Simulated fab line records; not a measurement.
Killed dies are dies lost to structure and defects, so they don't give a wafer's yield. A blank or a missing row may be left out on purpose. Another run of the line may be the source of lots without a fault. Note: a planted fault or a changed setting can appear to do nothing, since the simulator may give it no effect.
8D (eight disciplines) problem report, filled in by code ; flow sky130 ; the parts of the form that need people (team, actions taken, sign-off) are left out

== 1. THE ISSUE ==
Wafers without a fault read 3.0, standard deviation 1.8; killed_at_M4_up at SKY_PAD_OPEN_PROBE_99 reads a mean of 49.3 on 6 wafers belonging to 2 lots. That is +26 standard deviations from the usual mean.
The first sign was on wafer L278.3 at day 50 01:44, on prober-01. At this step, 9 wafers from 3 lots have a number in the record. By rule, "out" or "out of limits" means more than 4 standard deviations away from the usual mean. Any other wafer with a number is counted as sound.

== 2. WHAT IT IS, AND WHAT IT ISN'T ==
question;is;is not
which readings at this step;killed_at_M4_up, sort_bin_3_pad_short;killedAtContacts, killedAtFrontEnd, killedOpen
which lots;L278, L279;L272
which wafers of those lots;all that have a number;-
read on which tools;prober-01, prober-02;-
when;from day 50 01:44;up to then (3 sound wafers)

== 3. WHAT RULES OUT EACH SUSPECT ==
Counting: a tool at any process step up to the reading remains a suspect when it ran all the lots that are out and ran no sound lot after the first of those.
- rieDiel-01 at SKY_METAL4_ETCH_17 (etches SiO2 in C4F8/O2/Ar, stops on TiN, time 3.9 s, target depth 15 nm): kept. Every lot that is out went through it, starting with L278 (day 46 17:08), and after that it ran no sound lot; the last sound lot it ran before then is L272 (day 45 08:16).
- pvdSputter-03 at SKY_METAL5_SPUTTER_04 (material TiN, target thk 70 nm, time 58.3 s): kept. It ran every lot that is out, first L278 (day 47 15:58), and no sound lot after that.
The count leaves pvdSputter-03 at SKY_METAL5_SPUTTER_04 and rieDiel-01 at SKY_METAL4_ETCH_17.

== 4. THE CAUSE (what the simulator had put in) ==
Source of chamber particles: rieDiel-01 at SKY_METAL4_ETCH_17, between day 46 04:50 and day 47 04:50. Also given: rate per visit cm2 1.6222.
After counting, 2 suspects remain, this tool included.

== 5. THE EFFECT CHAIN, in route order ==
Each row: a reading whose mean over the struck wafers that have a number lies more than 3 standard deviations from the usual. Only readings whose record carries a usual standard deviation are examined. hours: median over the lots of the time between each lot's start at the first step of this table that gives one and its start at this step. sigmas: the change, counted in usual standard deviations.
hours;step;reading;usual;on struck wafers;change;sigmas
0;SKY_PAD_OPEN_PROBE_99;defectLimitedYield;82.2 %;73.2;-9.0;-4.1
0;SKY_PAD_OPEN_PROBE_99;killed_at_M4_up;3.0;49.3;+46.3;+26
0;SKY_PAD_OPEN_PROBE_99;killedDies;88;132;+44;+4.0
0;SKY_PAD_OPEN_PROBE_99;sort_bin_3_pad_short;1.0 %;4.1;+3.1;+7.2
0;SKY_PAD_OPEN_PROBE_99;sortNPass;404;360;-44;-4.0
0;SKY_PAD_OPEN_PROBE_99;sortYieldPct;82.2 %;73.2;-9.0;-4.1
It contains these process steps:
- SKY_PAD_OPEN_PROBE_99

== 6. HOW IT WOULD HAVE BEEN CAUGHT EARLIER ==
The fault began at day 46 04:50; the first out-of-limits reading in this record came at day 50 01:44, 93 hours later.
Of the tool readings at SKY_METAL4_ETCH_17 for which the record gives a usual standard deviation, none was out on any struck wafer, so an alarm limit of 4 standard deviations on them would not have fired.
All the lots that are out (2) had begun SKY_METAL4_ETCH_17 on rieDiel-01 by day 50 01:44. Had the tool been put on hold then, not one of them would have been saved.
